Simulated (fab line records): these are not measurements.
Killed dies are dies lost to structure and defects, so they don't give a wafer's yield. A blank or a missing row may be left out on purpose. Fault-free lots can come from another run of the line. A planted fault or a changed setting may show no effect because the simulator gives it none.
Matching of chambers || flow sky130 || SKY_LI_CONTACT_ETCH_15 on rie diel-03 has 4 sister chambers
The step etches PSG in C4F8/O2/Ar, stops on Si, target depth 600 nm. 36 wafers are shown with their chamber, then 12 later ones without.

WAFERS PAIRED WITH THEIR CHAMBERS
{"wafer": "L075.1", "chamber": 0, "oes product au (a.u.)": 0.840}
{"wafer": "L075.3", "chamber": 1, "oes product au (a.u.)": 0.842}
{"wafer": "L075.4", "chamber": 2, "oes product au (a.u.)": 0.841}
{"wafer": "L076.1", "chamber": 0, "oes product au (a.u.)": 0.837}
{"wafer": "L076.2", "chamber": 2, "oes product au (a.u.)": 0.838}
{"wafer": "L076.3", "chamber": 1, "oes product au (a.u.)": 0.833}
{"wafer": "L076.4", "chamber": 3, "oes product au (a.u.)": 0.841}
{"wafer": "L076.5", "chamber": 2, "oes product au (a.u.)": 0.841}
{"wafer": "L076.6", "chamber": 3, "oes product au (a.u.)": 0.825}
{"wafer": "L078.1", "chamber": 1, "oes product au (a.u.)": 0.831}
{"wafer": "L078.4", "chamber": 0, "oes product au (a.u.)": 0.831}
{"wafer": "L078.6", "chamber": 0, "oes product au (a.u.)": 0.830}
{"wafer": "L080.3", "chamber": 1, "oes product au (a.u.)": 0.849}
{"wafer": "L080.5", "chamber": 1, "oes product au (a.u.)": 0.845}
{"wafer": "L080.6", "chamber": 0, "oes product au (a.u.)": 0.834}
{"wafer": "L081.3", "chamber": 3, "oes product au (a.u.)": 0.837}
{"wafer": "L081.4", "chamber": 1, "oes product au (a.u.)": 0.833}
{"wafer": "L081.6", "chamber": 2, "oes product au (a.u.)": 0.833}
{"wafer": "L082.1", "chamber": 1, "oes product au (a.u.)": 0.830}
{"wafer": "L082.2", "chamber": 2, "oes product au (a.u.)": 0.834}
{"wafer": "L082.3", "chamber": 3, "oes product au (a.u.)": 0.834}
{"wafer": "L083.1", "chamber": 2, "oes product au (a.u.)": 0.835}
{"wafer": "L083.2", "chamber": 1, "oes product au (a.u.)": 0.835}
{"wafer": "L083.3", "chamber": 0, "oes product au (a.u.)": 0.835}
{"wafer": "L083.4", "chamber": 3, "oes product au (a.u.)": 0.827}
{"wafer": "L083.5", "chamber": 2, "oes product au (a.u.)": 0.833}
{"wafer": "L083.6", "chamber": 1, "oes product au (a.u.)": 0.833}
{"wafer": "L084.2", "chamber": 1, "oes product au (a.u.)": 0.831}
{"wafer": "L084.3", "chamber": 2, "oes product au (a.u.)": 0.835}
{"wafer": "L084.6", "chamber": 1, "oes product au (a.u.)": 0.848}
{"wafer": "L087.1", "chamber": 1, "oes product au (a.u.)": 0.837}
{"wafer": "L087.2", "chamber": 3, "oes product au (a.u.)": 0.846}
{"wafer": "L087.5", "chamber": 3, "oes product au (a.u.)": 0.831}
{"wafer": "L091.1", "chamber": 0, "oes product au (a.u.)": 0.835}
{"wafer": "L091.2", "chamber": 2, "oes product au (a.u.)": 0.843}
{"wafer": "L091.3", "chamber": 1, "oes product au (a.u.)": 0.835}

SIGNATURES (means of the wafers above)
{"reading": "oes product au", "chamber 0": 0.83457, "chamber 1": 0.83708, "chamber 2": 0.83700, "chamber 3": 0.83443, "scatter within a chamber": 0.00575}
Rule: a wafer lies at a distance from a chamber equal to the root of the sum of squares, over the readings, of (its reading less the chamber's mean, divided by the reading's scatter). If the next closest chamber is less than 2 further off than the closest, the wafer can't be placed; otherwise it belongs to the closest. The scatter is the square root of a quotient: the sum, over the shown wafers, of each reading's squared deviation from its chamber's mean, divided by wafers minus chambers.

WAFERS WITH NO CHAMBER GIVEN
{"wafer": "L091.4", "oes product au (a.u.)": 0.837}
{"wafer": "L091.5", "oes product au (a.u.)": 0.832}
{"wafer": "L091.6", "oes product au (a.u.)": 0.844}
{"wafer": "L092.1", "oes product au (a.u.)": 0.833}
{"wafer": "L092.2", "oes product au (a.u.)": 0.835}
{"wafer": "L092.3", "oes product au (a.u.)": 0.830}
{"wafer": "L092.4", "oes product au (a.u.)": 0.829}
{"wafer": "L092.5", "oes product au (a.u.)": 0.843}
{"wafer": "L092.6", "oes product au (a.u.)": 0.849}
{"wafer": "L095.1", "oes product au (a.u.)": 0.836}
{"wafer": "L095.4", "oes product au (a.u.)": 0.833}
{"wafer": "L095.6", "oes product au (a.u.)": 0.838}

THE CHAMBER EACH PASSED THROUGH
{"wafer": "L091.4", "from the rows above": "can't be placed: 2 or 1 or 0 or 3", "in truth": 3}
{"wafer": "L091.5", "from the rows above": "can't be placed: 3 or 0 or 2 or 1", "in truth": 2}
{"wafer": "L091.6", "from the rows above": "can't be placed: 1 or 2 or 0 or 3", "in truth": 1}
{"wafer": "L092.1", "from the rows above": "can't be placed: 3 or 0 or 2 or 1", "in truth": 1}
{"wafer": "L092.2", "from the rows above": "can't be placed: 0 or 3 or 2 or 1", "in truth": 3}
{"wafer": "L092.3", "from the rows above": "can't be placed: 3 or 0 or 2 or 1", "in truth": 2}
{"wafer": "L092.4", "from the rows above": "can't be placed: 3 or 0 or 2 or 1", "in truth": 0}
{"wafer": "L092.5", "from the rows above": "can't be placed: 1 or 2 or 0 or 3", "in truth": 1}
{"wafer": "L092.6", "from the rows above": "can't be placed: 1 or 2 or 0 or 3", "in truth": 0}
{"wafer": "L095.1", "from the rows above": "can't be placed: 2 or 1 or 0 or 3", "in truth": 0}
{"wafer": "L095.4", "from the rows above": "can't be placed: 3 or 0 or 2 or 1", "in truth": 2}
{"wafer": "L095.6", "from the rows above": "can't be placed: 1 or 2 or 0 or 3", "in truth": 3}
Placed correctly: 0 of 12. Not placeable from these rows: 12 (in 12, the candidates include the true chamber). 0 placed wrongly.
